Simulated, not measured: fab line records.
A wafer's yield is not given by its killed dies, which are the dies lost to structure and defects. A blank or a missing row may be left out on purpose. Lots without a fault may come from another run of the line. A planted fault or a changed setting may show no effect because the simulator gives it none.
Which tool was responsible?    flow gf180mcu    13 lots, 39 wafers sampled, at 7 steps of a route of 602

WHAT THE GAUGES READ, wafer by wafer
GF_STI_BOW_MEAS_00.
lot   measured     on            INCOMING_BOW (um)
L693  day 1 20:01  filmMetro-03  -6 14 2
L697  day 2 16:02  filmMetro-04  -1 3 3
L698  day 2 21:02  filmMetro-04  -3 -6 4
L699  day 3 02:00  filmMetro-03  9 16 0
L701  day 3 12:02  filmMetro-03  11 3 0
L702  day 3 17:00  filmMetro-02  2 8 2
L703  day 3 22:00  filmMetro-04  -2 -1 -2
L704  day 4 03:00  filmMetro-02  -4 -9 4
L705  day 4 08:05  filmMetro-02  2 13 -1
L706  day 4 13:02  filmMetro-04  -3 4 3
L707  day 4 18:00  filmMetro-02  -2 -9 -5
L708  day 4 23:01  filmMetro-03  4 -4 3
L712  day 5 19:00  filmMetro-02  -10 -9 -11

GF_NWELL_TW_MEAS_11.
lot   measured     on            NWELL_TW
L693  day 3 20:11  filmMetro-04  1555 1561 1549
L697  day 4 17:16  filmMetro-04  1558 1561 1552
L698  day 4 23:07  filmMetro-01  1565 1571 1571
L699  day 5 05:23  filmMetro-03  1561 1573 1560
L701  day 5 16:27  filmMetro-04  1558 1548 1560
L702  day 5 20:02  filmMetro-03  1565 1553 1569
L703  day 6 04:56  filmMetro-03  1562 1554 1561
L704  day 6 08:08  filmMetro-03  1561 1559 1563
L705  day 6 13:03  filmMetro-04  1555 1552 1556
L706  day 6 17:43  filmMetro-01  1574 1579 1571
L707  day 7 00:50  filmMetro-04  1547 1548 1548
L708  day 7 05:21  filmMetro-01  1566 1567 1573
L712  day 8 02:56  filmMetro-03  1578 1571 1568

GF_MVPSD_OVL_MEAS_07.
lot   measured      on          MVPSD_OVL (nm)
L693  day 5 15:34   overlay-01  -0.7 1.8 1.1
L697  day 6 12:58   overlay-02  0.9 1.5 2.8
L698  day 6 18:43   overlay-02  1.6 2.6 1.6
L699  day 7 02:20   overlay-02  0.7 1.0 -0.1
L701  day 7 13:43   overlay-01  -1.0 0.2 -0.5
L702  day 7 17:36   overlay-02  -0.2 1.6 0.0
L703  day 8 03:35   overlay-02  1.5 2.6 0.5
L704  day 8 08:15   overlay-02  0.5 1.2 0.1
L705  day 8 12:14   overlay-01  1.4 1.3 1.4
L706  day 8 17:42   overlay-02  0.1 2.1 -0.3
L707  day 9 01:09   overlay-02  - - -
L708  day 9 07:12   overlay-02  2.7 3.0 2.0
L712  day 10 06:53  overlay-02  1.6 1.8 1.6

GF_MVPSD_TW_MEAS_11.
lot   measured      on            MVPSD_TW
L693  day 5 16:00   filmMetro-01  554 558 554
L697  day 6 13:24   filmMetro-04  551 550 549
L698  day 6 19:09   filmMetro-01  553 553 552
L699  day 7 02:46   filmMetro-03  544 548 548
L701  day 7 14:09   filmMetro-03  546 546 548
L702  day 7 18:02   filmMetro-03  549 548 546
L703  day 8 04:02   filmMetro-03  547 548 547
L704  day 8 08:41   filmMetro-01  551 552 553
L705  day 8 12:41   filmMetro-04  546 551 549
L706  day 8 18:08   filmMetro-01  554 552 555
L707  day 9 01:35   filmMetro-01  30 30 30
L708  day 9 07:38   filmMetro-04  556 559 555
L712  day 10 07:19  filmMetro-01  548 544 545

GF_VT_IMPLANT_TW_MEAS_10.
lot   measured      on            VT_IMPLANT_TW
L693  day 6 06:47   filmMetro-02  557 552 553
L697  day 7 04:52   filmMetro-01  563 563 562
L698  day 7 10:31   filmMetro-03  560 560 562
L699  day 7 19:11   filmMetro-01  569 568 567
L701  day 8 06:21   filmMetro-02  560 562 558
L702  day 8 10:41   filmMetro-02  559 559 560
L703  day 8 20:26   filmMetro-03  560 561 558
L704  day 9 00:41   filmMetro-03  556 561 559
L705  day 9 05:38   filmMetro-03  556 557 559
L706  day 9 11:28   filmMetro-01  562 567 564
L707  day 9 19:02   filmMetro-02  687 683 684
L708  day 10 00:45  filmMetro-02  560 558 559
L712  day 11 01:59  filmMetro-01  564 564 567

TOOL THAT RAN EACH LOT (tool first, then ch and the chambers of the sampled wafers, then the start)
lot   GF_LVPWELL_STRIP_10                 GF_MVPSD_EXPOSE_04
L693  plasmaAsher-04 ch 0,1, day 4 10:32  ilineStepper-01 ch 0, day 5 08:38
L697  plasmaAsher-02 ch 0,1, day 5 07:37  ilineStepper-01 ch 0, day 6 05:56
L698  plasmaAsher-01 ch 0,1, day 5 13:52  ilineStepper-01 ch 0, day 6 11:22
L699  plasmaAsher-01 ch 0,1, day 5 20:13  ilineStepper-02 ch 0, day 6 19:04
L701  plasmaAsher-04 ch 0,1, day 6 07:43  ilineStepper-01 ch 0, day 7 05:57
L702  plasmaAsher-01 ch 0,1, day 6 10:35  ilineStepper-01 ch 0, day 7 09:54
L703  plasmaAsher-04 ch 1, day 6 20:13    ilineStepper-01 ch 0, day 7 19:30
L704  plasmaAsher-01 ch 1, day 7 00:14    ilineStepper-02 ch 0, day 8 00:11
L705  plasmaAsher-02 ch 0,1, day 7 03:53  ilineStepper-02 ch 0, day 8 04:16
L706  plasmaAsher-01 ch 0,1, day 7 09:28  ilineStepper-02 ch 0, day 8 10:20
L707  plasmaAsher-02 ch 0,1, day 7 16:19  ilineStepper-01 ch 0, day 8 16:31
L708  plasmaAsher-02 ch 0,1, day 7 21:26  ilineStepper-02 ch 0, day 8 22:38
L712  plasmaAsher-02 ch 0,1, day 8 19:43  ilineStepper-01 ch 0, day 9 22:25
- GF_LVPWELL_STRIP_10: strips in O2/N2.
- GF_MVPSD_EXPOSE_04: exposes mask MVPSD, target cd 1000 nm.

AS READ BY THE TOOLS THEMSELVES (means over the sampled wafers that have a number; for cases with no such wafer, the mark the record gives instead)
GF_LVPWELL_STRIP_10.
lot   tool            drypumpMotorCurrentA (A)  heaterPowerW (W)  oesProductAu (a.u.)  stripTimeToEndpointS (s)
L693  plasmaAsher-04  5.6                       407               0.722                36.84
L697  plasmaAsher-02  6.4                       350               0.723                36.81
L698  plasmaAsher-01  5.6                       358               0.724                37.08
L699  plasmaAsher-01  5.4                       333               0.722                36.88
L701  plasmaAsher-04  5.6                       409               0.723                37.13
L702  plasmaAsher-01  5.6                       359               0.719                36.99
L703  plasmaAsher-04  5.6                       413               0.722                36.88
L704  plasmaAsher-01  5.8                       376               0.719                36.95
L705  plasmaAsher-02  6.1                       337               0.723                36.90
L706  plasmaAsher-01  5.4                       330               0.723                37.06
L707  plasmaAsher-02  6.0                       335               0.724                37.07
L708  plasmaAsher-02  6.0                       339               0.722                37.08
L712  plasmaAsher-02  6.4                       340               0.725                36.86

THE ANSWER, worked out from the rows above alone
Rule: usual is defined by the lots themselves. Put in order of their means at a reading, lots are off if they are a third of the lots or fewer, leave a main group of 4 or more, and stand apart from it by a gap of 3 or more times the standard deviation of the main group's means; of several such gaps the widest counts. If all means in a main group match to the digits the tables above print for the reading, that group is not used. A lot without any number at a reading at which 4 lots or more have one is off too. The other lots that the step has rows for count as sound. Order of review: gauges by route order, followed by the tools' own readings, for which a lot's mean as printed above is used. The first step at which some lot is off is used, and at that step the reading that is off furthest; a lot without a number counts as furthest.
Off: at GF_MVPSD_OVL_MEAS_07 (MVPSD_OVL), L707. Without a number there: L707. For the main group the mean is 1.1 nm and the standard deviation 0.79.
A tool fits if, at a process step before that reading, it ran every lot that is off, and no sound lot after the first of them. The gauges at GF_MVPSD_OVL_MEAS_07 aren't tried: what is off there is off at GF_MVPSD_TW_MEAS_11 too, on other tools, and a gauge's error can't cause that. None of those tried fits.

WHAT WAS PUT IN BY THE SIMULATOR
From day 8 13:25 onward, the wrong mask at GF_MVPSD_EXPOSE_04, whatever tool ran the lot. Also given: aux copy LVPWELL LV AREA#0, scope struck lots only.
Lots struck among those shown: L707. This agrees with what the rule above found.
